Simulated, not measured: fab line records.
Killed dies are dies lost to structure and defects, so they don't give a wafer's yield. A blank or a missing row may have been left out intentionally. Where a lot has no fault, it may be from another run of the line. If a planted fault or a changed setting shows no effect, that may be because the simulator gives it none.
Split-lot trial :: flow sky130 :: 5 lots, 23 wafers read, on a route of 708 steps

== THE SPLIT ITSELF ==
At SKY_VT_ADJUST_HVTR_COAT_02 (resist thk 1140 nm), the setting spin-rpm was moved away from the recipe's 3000 rpm on 9 of the 23 wafers read, by -4.8% to +2.5%. All remaining wafers had this setting at the recipe value.

The reading is taken at the split's own step.

== THE READING ==
NOVOLAK_of_VT_ADJUST_HVTR_COAT_02.thk-nm (the simulator's own value, which no gauge read), in nm, at SKY_VT_ADJUST_HVTR_COAT_02 (resist thk 1140 nm). The file gives no usual value for it. Across the 14 wafers here that went through the recipe, the average is 1141 nm and the standard deviation 3.6 nm.

wafer: L077.2
tool, chamber at the split: litho-track-04, 0
spin-rpm as run, rpm: 3000
against the recipe: recipe
NOVOLAK_of_VT_ADJUST_HVTR_COAT_02.thk-nm, nm: 1136
against lot-mates on the recipe: -

wafer: L077.3
tool, chamber at the split: litho-track-04, 0
spin-rpm as run, rpm: 3000
against the recipe: recipe
NOVOLAK_of_VT_ADJUST_HVTR_COAT_02.thk-nm, nm: 1138
against lot-mates on the recipe: -

wafer: L077.5
tool, chamber at the split: litho-track-04, 0
spin-rpm as run, rpm: 3000
against the recipe: recipe
NOVOLAK_of_VT_ADJUST_HVTR_COAT_02.thk-nm, nm: 1140
against lot-mates on the recipe: -

wafer: L080.1
tool, chamber at the split: litho-track-04, 0
spin-rpm as run, rpm: 2855
against the recipe: -4.8%
NOVOLAK_of_VT_ADJUST_HVTR_COAT_02.thk-nm, nm: 1167
against lot-mates on the recipe: +24

wafer: L080.2
tool, chamber at the split: litho-track-04, 0
spin-rpm as run, rpm: 3000
against the recipe: recipe
NOVOLAK_of_VT_ADJUST_HVTR_COAT_02.thk-nm, nm: 1143
against lot-mates on the recipe: -

wafer: L080.3
tool, chamber at the split: litho-track-04, 0
spin-rpm as run, rpm: 3000
against the recipe: recipe
NOVOLAK_of_VT_ADJUST_HVTR_COAT_02.thk-nm, nm: 1145
against lot-mates on the recipe: -

wafer: L080.5
tool, chamber at the split: litho-track-04, 0
spin-rpm as run, rpm: 2855
against the recipe: -4.8%
NOVOLAK_of_VT_ADJUST_HVTR_COAT_02.thk-nm, nm: 1170
against lot-mates on the recipe: +27

wafer: L080.6
tool, chamber at the split: litho-track-04, 0
spin-rpm as run, rpm: 3000
against the recipe: recipe
NOVOLAK_of_VT_ADJUST_HVTR_COAT_02.thk-nm, nm: 1142
against lot-mates on the recipe: -

wafer: L081.1
tool, chamber at the split: litho-track-03, 0
spin-rpm as run, rpm: 3000
against the recipe: recipe
NOVOLAK_of_VT_ADJUST_HVTR_COAT_02.thk-nm, nm: 1135
against lot-mates on the recipe: -

wafer: L081.2
tool, chamber at the split: litho-track-03, 0
spin-rpm as run, rpm: 3000
against the recipe: recipe
NOVOLAK_of_VT_ADJUST_HVTR_COAT_02.thk-nm, nm: 1136
against lot-mates on the recipe: -

wafer: L081.3
tool, chamber at the split: litho-track-03, 0
spin-rpm as run, rpm: 2926
against the recipe: -2.5%
NOVOLAK_of_VT_ADJUST_HVTR_COAT_02.thk-nm, nm: 1148
against lot-mates on the recipe: +12

wafer: L081.4
tool, chamber at the split: litho-track-03, 0
spin-rpm as run, rpm: 2926
against the recipe: -2.5%
NOVOLAK_of_VT_ADJUST_HVTR_COAT_02.thk-nm, nm: 1155
against lot-mates on the recipe: +20

wafer: L081.5
tool, chamber at the split: litho-track-03, 0
spin-rpm as run, rpm: 2926
against the recipe: -2.5%
NOVOLAK_of_VT_ADJUST_HVTR_COAT_02.thk-nm, nm: 1150
against lot-mates on the recipe: +14

wafer: L082.2
tool, chamber at the split: litho-track-02, 0
spin-rpm as run, rpm: 3000
against the recipe: recipe
NOVOLAK_of_VT_ADJUST_HVTR_COAT_02.thk-nm, nm: 1142
against lot-mates on the recipe: -

wafer: L082.3
tool, chamber at the split: litho-track-02, 0
spin-rpm as run, rpm: 3000
against the recipe: recipe
NOVOLAK_of_VT_ADJUST_HVTR_COAT_02.thk-nm, nm: 1146
against lot-mates on the recipe: -

wafer: L082.6
tool, chamber at the split: litho-track-02, 0
spin-rpm as run, rpm: 3000
against the recipe: recipe
NOVOLAK_of_VT_ADJUST_HVTR_COAT_02.thk-nm, nm: 1146
against lot-mates on the recipe: -

wafer: L082.4
tool, chamber at the split: litho-track-02, 0
spin-rpm as run, rpm: 3074
against the recipe: +2.5%
NOVOLAK_of_VT_ADJUST_HVTR_COAT_02.thk-nm, nm: 1130
against lot-mates on the recipe: -15

wafer: L082.5
tool, chamber at the split: litho-track-02, 0
spin-rpm as run, rpm: 3074
against the recipe: +2.5%
NOVOLAK_of_VT_ADJUST_HVTR_COAT_02.thk-nm, nm: 1131
against lot-mates on the recipe: -14

wafer: L084.1
tool, chamber at the split: litho-track-03, 0
spin-rpm as run, rpm: 2916
against the recipe: -2.8%
NOVOLAK_of_VT_ADJUST_HVTR_COAT_02.thk-nm, nm: 1157
against lot-mates on the recipe: +17

wafer: L084.2
tool, chamber at the split: litho-track-03, 0
spin-rpm as run, rpm: 2916
against the recipe: -2.8%
NOVOLAK_of_VT_ADJUST_HVTR_COAT_02.thk-nm, nm: 1155
against lot-mates on the recipe: +15

wafer: L084.4
tool, chamber at the split: litho-track-03, 0
spin-rpm as run, rpm: 3000
against the recipe: recipe
NOVOLAK_of_VT_ADJUST_HVTR_COAT_02.thk-nm, nm: 1139
against lot-mates on the recipe: -

wafer: L084.6
tool, chamber at the split: litho-track-03, 0
spin-rpm as run, rpm: 3000
against the recipe: recipe
NOVOLAK_of_VT_ADJUST_HVTR_COAT_02.thk-nm, nm: 1139
against lot-mates on the recipe: -

wafer: L084.5
tool, chamber at the split: litho-track-03, 0
spin-rpm as run, rpm: 3000
against the recipe: recipe
NOVOLAK_of_VT_ADJUST_HVTR_COAT_02.thk-nm, nm: 1143
against lot-mates on the recipe: -

THE FIT
A straight line over all 23 wafers: NOVOLAK_of_VT_ADJUST_HVTR_COAT_02.thk-nm changes by -5.13 nm for each +1% of spin-rpm; r = -0.94; the points scatter about the line by 3.5 nm.
The same after taking each lot's own level away (the mean of its wafers on the recipe; 23 wafers): -5.54 nm for each +1%; r = -0.98; scatter 2 nm.
That fit puts the effect of the largest move of spin-rpm on the reading at 27 nm.
The lots' own levels span 1135.5 to 1144.7 nm, that is 2.6 times the standard deviation above.
So the lot-to-lot level changes the slope little: the two slopes agree.
Check: with one of the wafers moved furthest among these (-4.8%) left out of the fit, the line predicts +27.9 nm for it against its lot-mates. Against them it came out at +23.7 nm.

== THE OTHER SPLITS THESE WAFERS WENT THROUGH ==
Other splits were also applied to these wafers ahead of the reading. Each is held against what the fit with the lots' levels taken away leaves over:
other split on the same wafers: SKY_FIELD_ISO_OXIDATION_01 ox-time-s
wafers away from the commonest value: 18
r with NOVOLAK_of_VT_ADJUST_HVTR_COAT_02.thk-nm (lot level and that fit taken away): +0.25

other split on the same wafers: SKY_DNWELL_COAT_02 spin-rpm
wafers away from the commonest value: 7
r with NOVOLAK_of_VT_ADJUST_HVTR_COAT_02.thk-nm (lot level and that fit taken away): +0.07

other split on the same wafers: SKY_DNWELL_DEVELOP_06 develop-time-s
wafers away from the commonest value: 9
r with NOVOLAK_of_VT_ADJUST_HVTR_COAT_02.thk-nm (lot level and that fit taken away): -0.08

other split on the same wafers: SKY_PWDE_IMPLANT_08 dose-cm2
wafers away from the commonest value: 8
r with NOVOLAK_of_VT_ADJUST_HVTR_COAT_02.thk-nm (lot level and that fit taken away): -0.19

other split on the same wafers: SKY_NWELL_IMPLANT_11 energy-kev
wafers away from the commonest value: 7
r with NOVOLAK_of_VT_ADJUST_HVTR_COAT_02.thk-nm (lot level and that fit taken away): +0.20

other split on the same wafers: SKY_NWELL_IMPLANT_24 dose-cm2
wafers away from the commonest value: 8
r with NOVOLAK_of_VT_ADJUST_HVTR_COAT_02.thk-nm (lot level and that fit taken away): -0.02

other split on the same wafers: SKY_VT_ADJUST_HVTP_IMPLANT_09 dose-cm2
wafers away from the commonest value: 9
r with NOVOLAK_of_VT_ADJUST_HVTR_COAT_02.thk-nm (lot level and that fit taken away): -0.39

other split on the same wafers: SKY_VT_ADJUST_LVTN_IMPLANT_19 energy-kev
wafers away from the commonest value: 8
r with NOVOLAK_of_VT_ADJUST_HVTR_COAT_02.thk-nm (lot level and that fit taken away): -0.12

other split on the same wafers: SKY_VT_ADJUST_NCORE_EXPOSE_04 dose-mj
wafers away from the commonest value: 10
r with NOVOLAK_of_VT_ADJUST_HVTR_COAT_02.thk-nm (lot level and that fit taken away): -0.17

== THE FILE'S OWN FIT ==
NOVOLAK_of_VT_ADJUST_HVTR_COAT_02.thk-nm changes by -5.49 nm for each +1% of spin-rpm, r = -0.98.
